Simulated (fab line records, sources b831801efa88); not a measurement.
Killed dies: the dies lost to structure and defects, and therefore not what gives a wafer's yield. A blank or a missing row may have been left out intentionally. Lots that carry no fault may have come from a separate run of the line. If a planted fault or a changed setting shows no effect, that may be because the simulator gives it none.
What tool caused it?    flow sky130    7 lots (21 wafers sampled), 1 step of a 708-step route

WHAT THE GAUGES READ, wafer by wafer
SKY_METAL2_RS_MEAS_05: measurement is done with a four-point probe.
lot   measured      on            METAL2_ALCU_RS (ohm/sq)
L961  day 34 16:59  filmMetro-04  0.1291 0.1297 0.1286
L966  day 36 19:29  filmMetro-04  0.1292 0.1291 0.1296
L969  day 37 15:53  filmMetro-01  0.1269 0.1272 0.1278
L976  day 39 22:29  filmMetro-04  0.1264 0.1275 0.1268
L977  day 40 01:25  filmMetro-02  0.1286 0.1280 0.1283
L980  day 40 22:18  filmMetro-04  0.1278 0.1280 0.1284
L982  day 41 05:37  filmMetro-01  0.1256 0.1256 0.1254

WHAT TOOL EACH LOT RAN ON (gives the tool, then ch and the chambers of the sampled wafers, and finally the start)
There is no process step in the record ahead of these readings.

THE ANSWER, worked out from the rows above alone
Rule: what is usual is taken from the lots themselves. Put in order of their means at a reading, lots are off if they are a third of the lots or fewer, leave a main group of 4 or more, and stand apart from it by a gap of 3 or more times the standard deviation of the main group's means; of several such gaps the widest counts. The tables above print the reading to a certain number of digits; a main group whose means all agree to those digits is not used. Also off: a lot with no number at a reading for which 4 or more lots have one. All remaining lots with rows at the step are treated as sound.
No lot is off at any reading shown: from this, nothing can be told.

WHAT HAD BEEN PUT IN BY THE SIMULATOR
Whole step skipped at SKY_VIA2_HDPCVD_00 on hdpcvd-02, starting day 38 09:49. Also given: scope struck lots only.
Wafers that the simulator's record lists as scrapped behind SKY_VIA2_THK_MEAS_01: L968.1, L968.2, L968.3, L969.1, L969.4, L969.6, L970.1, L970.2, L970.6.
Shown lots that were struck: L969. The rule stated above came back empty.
